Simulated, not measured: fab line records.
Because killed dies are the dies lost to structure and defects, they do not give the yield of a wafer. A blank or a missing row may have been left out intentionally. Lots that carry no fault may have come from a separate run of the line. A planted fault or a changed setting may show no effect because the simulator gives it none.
One fault through the eyes of 2 desks / flow gf180mcu / every desk sees just its own numbers, and what lay behind them comes last

== AT THE TOOL OWNER'S DESK: implanter-01 ==
The tool's own readings at GF_PSD_IMPLANT_09: means of the sampled wafers that have a number, for each lot that ran on this tool. Any lot whose mean is over 4 standard deviations away from the usual mean is out of limits and marked OUT; that distance is given in the brackets.
Columns: A = dose-ions-cm2 at GF_PSD_IMPLANT_09, usual 1.4996e+15; B = end-station-pressure-torr at GF_PSD_IMPLANT_09, usual 1.18e-05 Torr; C = faraday-current-uA at GF_PSD_IMPLANT_09, usual 8270; D = tilt-deg at GF_PSD_IMPLANT_09, usual 7.004 degrees
lot=L831; first seen here=day 14 00:23; A=1.4984e+15; B=1.20e-05; C=8400; D=7.029
lot=L832; first seen here=day 14 06:50; A=1.4990e+15; B=1.16e-05; C=8338; D=6.989
lot=L837; first seen here=day 16 06:07; A=1.5533e+15 (+36) OUT; B=1.25e-05; C=8508; D=7.011
lot=L838; first seen here=day 16 13:09; A=1.5512e+15 (+34) OUT; B=1.22e-05; C=8679; D=7.001
lot=L848; first seen here=day 20 12:48; A=1.4986e+15; B=1.12e-05; C=8145; D=6.989
lot=L849; first seen here=day 20 17:01; A=1.4996e+15; B=1.20e-05; C=8288; D=7.016
lot=L852; first seen here=day 21 10:52; A=1.5000e+15; B=1.20e-05; C=8124; D=7.015
lot=L853; first seen here=day 21 19:51; A=1.5004e+15; B=1.16e-05; C=8383; D=7.035
lot=L854; first seen here=day 22 03:21; A=1.4974e+15; B=1.16e-05; C=8341; D=7.007
This desk's verdict: out of limits on L837, L838, starting with L837 at day 16 06:07 (dose-ions-cm2 at GF_PSD_IMPLANT_09). Within limits: L831, L832, L848, L849, L852, L853, L854.

== AT THE METROLOGY DESK ==
What the gauges read, lot by lot, whatever tool the lot ran on: means of the sampled wafers that have a number. Any lot whose mean is over 4 standard deviations away from the usual mean is out of limits and marked OUT; that distance is given in the brackets.
Columns: A = PSD_RS at GF_PSD_RS_MEAS_15, usual 108.63 ohm/sq; B = V1_OVL at GF_V1_OVL_MEAS_15, usual -2 nm
lot=L831; first seen here=day 14 00:56; A=108.65; B=-2
lot=L832; first seen here=day 14 07:23; A=108.35; B=-6
lot=L837; first seen here=day 16 06:42; A=107.93; B=3
lot=L838; first seen here=day 16 13:44; A=107.82; B=2
lot=L845; first seen here=day 19 06:31; A=108.22; B=-6
lot=L847; first seen here=day 19 21:35; A=108.87; B=2
lot=L848; first seen here=day 20 13:22; A=108.48; B=-1
lot=L849; first seen here=day 20 17:34; A=108.52; B=-4
lot=L852; first seen here=day 21 11:25; A=108.51; B=-1
lot=L853; first seen here=day 21 20:25; A=108.42; B=5
lot=L854; first seen here=day 22 03:56; A=108.92; B=-1
Result from this desk: across the 11 lots, nothing is out of limits.

== BROUGHT TOGETHER ==
At day 16 06:07, on L837, L838, the tool owner's desk was in a position to raise an alarm.
Nothing out of limits was seen by the metrology desk.
The metrology desk holds a record of L837, L838, inside its limits.
Of the lots named, all ran GF_PSD_IMPLANT_09 on implanter-01.

== WHAT HAD BEEN PUT IN BY THE SIMULATOR ==
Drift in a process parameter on implanter-01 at GF_PSD_IMPLANT_09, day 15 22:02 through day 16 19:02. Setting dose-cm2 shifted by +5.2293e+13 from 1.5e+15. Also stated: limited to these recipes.
Shown lots that were struck: L837, L838.
Delay in hours, fault start to first out-of-limits reading, by desk: the tool owner's desk at 8.
